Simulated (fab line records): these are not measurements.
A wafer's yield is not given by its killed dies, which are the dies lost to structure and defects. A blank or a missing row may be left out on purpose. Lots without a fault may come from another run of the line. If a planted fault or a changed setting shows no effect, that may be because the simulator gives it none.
The tool behind it: which one? || flow gf180mcu || Sampling: 11 lots, 31 wafers, 4 of 602 route steps

## WHAT EACH GAUGE READ, for each wafer
GF_VT_IMPLANT_OVL_MEAS_29.
{"lot": "L318", "measured": "day 6 22:28", "on": "overlay-01", "VT_IMPLANT_02_OVL (nm)": "-3.4 -3.1 -2.2"}
{"lot": "L319", "measured": "day 7 05:06", "on": "overlay-01", "VT_IMPLANT_02_OVL (nm)": "-0.8 -2.8 -1.4"}
{"lot": "L320", "measured": "day 7 11:11", "on": "overlay-02", "VT_IMPLANT_02_OVL (nm)": "-3.3 -1.6 -1.9"}
{"lot": "L323", "measured": "day 8 06:26", "on": "overlay-02", "VT_IMPLANT_02_OVL (nm)": "-2.3 -1.4 -2.1"}
{"lot": "L325", "measured": "day 8 19:23", "on": "overlay-02", "VT_IMPLANT_02_OVL (nm)": "-2.5 -2.7 -3.9"}
{"lot": "L326", "measured": "day 9 04:01", "on": "overlay-01", "VT_IMPLANT_02_OVL (nm)": "0.1 1.0 -0.8"}
{"lot": "L333", "measured": "day 11 01:39", "on": "overlay-02", "VT_IMPLANT_02_OVL (nm)": "-1.5 -2.5 -2.9"}
{"lot": "L334", "measured": "day 11 06:17", "on": "overlay-02", "VT_IMPLANT_02_OVL (nm)": "0.1 1.0"}
{"lot": "L335", "measured": "day 11 18:21", "on": "overlay-02", "VT_IMPLANT_02_OVL (nm)": "-1.1 -1.4"}
{"lot": "L337", "measured": "day 12 05:46", "on": "overlay-01", "VT_IMPLANT_02_OVL (nm)": "0.2 1.6 0.6"}
{"lot": "L338", "measured": "day 12 09:53", "on": "overlay-01", "VT_IMPLANT_02_OVL (nm)": "-1.8 -1.5 0.4"}

## WHICH TOOL RAN EACH LOT (tool, then ch and the chambers of the sampled wafers, then the start)
{"lot": "L318", "GF_STI_ETCH_14": "rie_si-02 ch 0,2,3, day 2 01:46", "GF_STI_STRIP_15": "plasma_asher-02 ch 0,1, day 2 01:50", "GF_VT_IMPLANT_STRIP_09": "plasma_asher-04 ch 0,1, day 5 15:49"}
{"lot": "L319", "GF_STI_ETCH_14": "rie_si-02 ch 0,2,3, day 2 07:28", "GF_STI_STRIP_15": "plasma_asher-01 ch 0,1, day 2 07:34", "GF_VT_IMPLANT_STRIP_09": "plasma_asher-02 ch 0,1, day 5 22:38"}
{"lot": "L320", "GF_STI_ETCH_14": "rie_si-02 ch 1,2,3, day 2 12:06", "GF_STI_STRIP_15": "plasma_asher-01 ch 0,1, day 2 12:10", "GF_VT_IMPLANT_STRIP_09": "plasma_asher-02 ch 0,1, day 6 04:40"}
{"lot": "L323", "GF_STI_ETCH_14": "rie_si-01 ch 0,1, day 3 03:30", "GF_STI_STRIP_15": "plasma_asher-02 ch 0,1, day 3 03:34", "GF_VT_IMPLANT_STRIP_09": "plasma_asher-03 ch 0,1, day 6 22:58"}
{"lot": "L325", "GF_STI_ETCH_14": "rie_si-02 ch 0,2, day 3 14:29", "GF_STI_STRIP_15": "plasma_asher-01 ch 0,1, day 3 14:34", "GF_VT_IMPLANT_STRIP_09": "plasma_asher-02 ch 0,1, day 7 10:41"}
{"lot": "L326", "GF_STI_ETCH_14": "rie_si-01 ch 1,2, day 3 20:33", "GF_STI_STRIP_15": "plasma_asher-04 ch 0,1, day 3 20:37", "GF_VT_IMPLANT_STRIP_09": "plasma_asher-03 ch 0,1, day 7 18:16"}
{"lot": "L333", "GF_STI_ETCH_14": "rie_si-02 ch 0,3, day 5 07:06", "GF_STI_STRIP_15": "plasma_asher-04 ch 0,1, day 5 07:13", "GF_VT_IMPLANT_STRIP_09": "plasma_asher-03 ch 0,1, day 9 13:20"}
{"lot": "L334", "GF_STI_ETCH_14": "rie_si-02 ch 0,2, day 5 12:11", "GF_STI_STRIP_15": "plasma_asher-01 ch 0,1, day 5 12:17", "GF_VT_IMPLANT_STRIP_09": "plasma_asher-02 ch 1, day 9 17:43"}
{"lot": "L335", "GF_STI_ETCH_14": "rie_si-02 ch 0,3, day 5 17:46", "GF_STI_STRIP_15": "plasma_asher-02 ch 0,1, day 5 17:50", "GF_VT_IMPLANT_STRIP_09": "plasma_asher-04 ch 0,1, day 10 04:55"}
{"lot": "L337", "GF_STI_ETCH_14": "rie_si-01 ch 0,1,2, day 6 04:05", "GF_STI_STRIP_15": "plasma_asher-02 ch 0,1, day 6 04:10", "GF_VT_IMPLANT_STRIP_09": "plasma_asher-03 ch 0,1, day 10 15:47"}
{"lot": "L338", "GF_STI_ETCH_14": "rie_si-01 ch 0,3, day 6 10:04", "GF_STI_STRIP_15": "plasma_asher-02 ch 0, day 6 10:08", "GF_VT_IMPLANT_STRIP_09": "plasma_asher-02 ch 0, day 10 19:43"}
- GF_STI_ETCH_14: etches Si in HBr/Cl2/O2, target depth 360 nm, time 102.9 s.
- GF_STI_STRIP_15: strips in O2/N2.
- GF_VT_IMPLANT_STRIP_09: strips in O2/N2.

## WHAT THE TOOLS THEMSELVES READ (means of the sampled wafers that have a number; where no wafer has one, the mark that the record gives instead)
GF_STI_ETCH_14.
{"lot": "L318", "tool": "rie_si-02", "O2_flow_sccm (sccm)": 5.997, "chamber_pressure_mTorr (mTorr)": 15.003, "drypump_motor_current_A (A)": 5.3, "oes_product_au (a.u.)": 0.992, "throttle_valve_pct (%)": 25.658}
{"lot": "L319", "tool": "rie_si-02", "O2_flow_sccm (sccm)": 6.005, "chamber_pressure_mTorr (mTorr)": 15.003, "drypump_motor_current_A (A)": 5.2, "oes_product_au (a.u.)": 0.994, "throttle_valve_pct (%)": 25.666}
{"lot": "L320", "tool": "rie_si-02", "O2_flow_sccm (sccm)": 6.005, "chamber_pressure_mTorr (mTorr)": 15.000, "drypump_motor_current_A (A)": 5.1, "oes_product_au (a.u.)": 0.999, "throttle_valve_pct (%)": 25.666}
{"lot": "L323", "tool": "rie_si-01", "O2_flow_sccm (sccm)": 5.985, "chamber_pressure_mTorr (mTorr)": 14.990, "drypump_motor_current_A (A)": 6.0, "oes_product_au (a.u.)": 0.998, "throttle_valve_pct (%)": 25.658}
{"lot": "L325", "tool": "rie_si-02", "O2_flow_sccm (sccm)": 6.011, "chamber_pressure_mTorr (mTorr)": 14.996, "drypump_motor_current_A (A)": 5.5, "oes_product_au (a.u.)": 0.990, "throttle_valve_pct (%)": 25.661}
{"lot": "L326", "tool": "rie_si-01", "O2_flow_sccm (sccm)": 6.001, "chamber_pressure_mTorr (mTorr)": 14.994, "drypump_motor_current_A (A)": 5.6, "oes_product_au (a.u.)": 0.995, "throttle_valve_pct (%)": 25.662}
{"lot": "L333", "tool": "rie_si-02", "O2_flow_sccm (sccm)": 6.019, "chamber_pressure_mTorr (mTorr)": 15.009, "drypump_motor_current_A (A)": 5.2, "oes_product_au (a.u.)": 0.918, "throttle_valve_pct (%)": 25.706}
{"lot": "L334", "tool": "rie_si-02", "O2_flow_sccm (sccm)": 5.984, "chamber_pressure_mTorr (mTorr)": 14.997, "drypump_motor_current_A (A)": 5.4, "oes_product_au (a.u.)": 0.885, "throttle_valve_pct (%)": 25.736}
{"lot": "L335", "tool": "rie_si-02", "O2_flow_sccm (sccm)": 6.011, "chamber_pressure_mTorr (mTorr)": 15.004, "drypump_motor_current_A (A)": 5.3, "oes_product_au (a.u.)": 0.879, "throttle_valve_pct (%)": 25.748}
{"lot": "L337", "tool": "rie_si-01", "O2_flow_sccm (sccm)": 6.023, "chamber_pressure_mTorr (mTorr)": 15.002, "drypump_motor_current_A (A)": 5.7, "oes_product_au (a.u.)": 0.998, "throttle_valve_pct (%)": 25.660}
{"lot": "L338", "tool": "rie_si-01", "O2_flow_sccm (sccm)": 6.023, "chamber_pressure_mTorr (mTorr)": 15.001, "drypump_motor_current_A (A)": 5.8, "oes_product_au (a.u.)": 1.000, "throttle_valve_pct (%)": 25.657}

GF_STI_STRIP_15.
{"lot": "L318", "tool": "plasma_asher-02", "chamber_pressure_mTorr (mTorr)": 1499.4, "drypump_motor_current_A (A)": 6.18, "heater_power_w (W)": 331, "oes_product_au (a.u.)": 0.383, "strip_time_to_endpoint_s (s)": 3.71}
{"lot": "L319", "tool": "plasma_asher-01", "chamber_pressure_mTorr (mTorr)": 1500.6, "drypump_motor_current_A (A)": 5.65, "heater_power_w (W)": 320, "oes_product_au (a.u.)": 0.385, "strip_time_to_endpoint_s (s)": 3.75}
{"lot": "L320", "tool": "plasma_asher-01", "chamber_pressure_mTorr (mTorr)": 1499.7, "drypump_motor_current_A (A)": 5.71, "heater_power_w (W)": 322, "oes_product_au (a.u.)": 0.387, "strip_time_to_endpoint_s (s)": 3.74}
{"lot": "L323", "tool": "plasma_asher-02", "chamber_pressure_mTorr (mTorr)": 1499.7, "drypump_motor_current_A (A)": 6.18, "heater_power_w (W)": 333, "oes_product_au (a.u.)": 0.384, "strip_time_to_endpoint_s (s)": 3.74}
{"lot": "L325", "tool": "plasma_asher-01", "chamber_pressure_mTorr (mTorr)": 1501.3, "drypump_motor_current_A (A)": 5.55, "heater_power_w (W)": 341, "oes_product_au (a.u.)": 0.377, "strip_time_to_endpoint_s (s)": 3.75}
{"lot": "L326", "tool": "plasma_asher-04", "chamber_pressure_mTorr (mTorr)": 1498.8, "drypump_motor_current_A (A)": 6.09, "heater_power_w (W)": 323, "oes_product_au (a.u.)": 0.389, "strip_time_to_endpoint_s (s)": 3.74}
{"lot": "L333", "tool": "plasma_asher-04", "chamber_pressure_mTorr (mTorr)": 1499.8, "drypump_motor_current_A (A)": 6.08, "heater_power_w (W)": 330, "oes_product_au (a.u.)": 0.386, "strip_time_to_endpoint_s (s)": 3.84}
{"lot": "L334", "tool": "plasma_asher-01", "chamber_pressure_mTorr (mTorr)": 1500.2, "drypump_motor_current_A (A)": 5.58, "heater_power_w (W)": 336, "oes_product_au (a.u.)": 0.395, "strip_time_to_endpoint_s (s)": 3.90}
{"lot": "L335", "tool": "plasma_asher-02", "chamber_pressure_mTorr (mTorr)": 1499.0, "drypump_motor_current_A (A)": 6.18, "heater_power_w (W)": 331, "oes_product_au (a.u.)": 0.394, "strip_time_to_endpoint_s (s)": 3.92}
{"lot": "L337", "tool": "plasma_asher-02", "chamber_pressure_mTorr (mTorr)": 1501.5, "drypump_motor_current_A (A)": 6.17, "heater_power_w (W)": 326, "oes_product_au (a.u.)": 0.382, "strip_time_to_endpoint_s (s)": 3.73}
{"lot": "L338", "tool": "plasma_asher-02", "chamber_pressure_mTorr (mTorr)": 1499.9, "drypump_motor_current_A (A)": 6.25, "heater_power_w (W)": 335, "oes_product_au (a.u.)": 0.387, "strip_time_to_endpoint_s (s)": 3.80}

GF_VT_IMPLANT_STRIP_09.
{"lot": "L318", "tool": "plasma_asher-04", "chamber_pressure_mTorr (mTorr)": 1499.5, "drypump_motor_current_A (A)": 5.97, "heater_power_w (W)": 335, "oes_product_au (a.u.)": 0.717, "strip_time_to_endpoint_s (s)": 12.63}
{"lot": "L319", "tool": "plasma_asher-02", "chamber_pressure_mTorr (mTorr)": 1500.8, "drypump_motor_current_A (A)": 6.18, "heater_power_w (W)": 334, "oes_product_au (a.u.)": 0.716, "strip_time_to_endpoint_s (s)": 12.61}
{"lot": "L320", "tool": "plasma_asher-02", "chamber_pressure_mTorr (mTorr)": 1500.7, "drypump_motor_current_A (A)": 6.17, "heater_power_w (W)": 329, "oes_product_au (a.u.)": 0.719, "strip_time_to_endpoint_s (s)": 12.64}
{"lot": "L323", "tool": "plasma_asher-03", "chamber_pressure_mTorr (mTorr)": 1501.0, "drypump_motor_current_A (A)": 5.98, "heater_power_w (W)": 345, "oes_product_au (a.u.)": 0.716, "strip_time_to_endpoint_s (s)": 12.64}
{"lot": "L325", "tool": "plasma_asher-02", "chamber_pressure_mTorr (mTorr)": 1498.8, "drypump_motor_current_A (A)": 6.22, "heater_power_w (W)": 335, "oes_product_au (a.u.)": 0.711, "strip_time_to_endpoint_s (s)": 12.70}
{"lot": "L326", "tool": "plasma_asher-03", "chamber_pressure_mTorr (mTorr)": 1500.1, "drypump_motor_current_A (A)": 5.95, "heater_power_w (W)": 352, "oes_product_au (a.u.)": 0.719, "strip_time_to_endpoint_s (s)": 12.68}
{"lot": "L333", "tool": "plasma_asher-03", "chamber_pressure_mTorr (mTorr)": 1499.8, "drypump_motor_current_A (A)": 6.14, "heater_power_w (W)": 372, "oes_product_au (a.u.)": 0.716, "strip_time_to_endpoint_s (s)": 12.59}
{"lot": "L334", "tool": "plasma_asher-02", "chamber_pressure_mTorr (mTorr)": 1499.5, "drypump_motor_current_A (A)": 6.15, "heater_power_w (W)": 334, "oes_product_au (a.u.)": 0.716, "strip_time_to_endpoint_s (s)": 12.61}
{"lot": "L335", "tool": "plasma_asher-04", "chamber_pressure_mTorr (mTorr)": 1499.4, "drypump_motor_current_A (A)": 6.03, "heater_power_w (W)": 334, "oes_product_au (a.u.)": 0.716, "strip_time_to_endpoint_s (s)": 12.59}
{"lot": "L337", "tool": "plasma_asher-03", "chamber_pressure_mTorr (mTorr)": 1500.4, "drypump_motor_current_A (A)": 5.96, "heater_power_w (W)": 350, "oes_product_au (a.u.)": 0.713, "strip_time_to_endpoint_s (s)": 12.63}
{"lot": "L338", "tool": "plasma_asher-02", "chamber_pressure_mTorr (mTorr)": 1499.8, "drypump_motor_current_A (A)": 6.25, "heater_power_w (W)": 343, "oes_product_au (a.u.)": 0.713, "strip_time_to_endpoint_s (s)": 12.65}

## THE ANSWER, worked out from the rows above alone
Rule: the lots themselves supply what counts as usual. Put in order of their means at a reading, lots are off if they are a third of the lots or fewer, leave a main group of 4 or more, and stand apart from it by a gap of 3 or more times the standard deviation of the main group's means; of several such gaps the widest counts. The tables above print the reading to a certain number of digits; a main group whose means all agree to those digits is not used. Also off: a lot with no number at a reading for which 4 or more lots have one. Where the step has rows for the other lots, those lots are counted as sound. The gauges are gone through in route order, then the tools' own readings, and for those a lot's mean is taken as printed above. At the first step where some lot is off, the reading lying furthest off is the one used; lots without a number count as furthest.
Off: L333, L334, L335 (GF_STI_ETCH_14, oes_product_au). Mean 0.996 a.u. and standard deviation 0.0033 in the main group.
If a tool, at that step or one of the process steps before it, ran each lot that is off and ran no sound lot following the first of them, it fits. One candidate fits, namely rie_si-02 at GF_STI_ETCH_14. A fault onset in the window from L325 (day 3 14:29, its last sound lot) to L333 (day 5 07:06, its first lot off) fits.
The tool's own readings at GF_STI_ETCH_14 bear it out: on the lots that are off they differ by more than 5 times the standard deviation of the sound lots' means. oes_product_au reads 0.894 a.u. there against 0.996 a.u. on the sound lots; throttle_valve_pct reads 25.730 % there against 25.661 % on the sound lots.

## WHAT WAS PUT IN BY THE SIMULATOR
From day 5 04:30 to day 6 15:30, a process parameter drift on rie_si-02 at GF_STI_ETCH_14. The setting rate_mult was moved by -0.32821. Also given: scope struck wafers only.
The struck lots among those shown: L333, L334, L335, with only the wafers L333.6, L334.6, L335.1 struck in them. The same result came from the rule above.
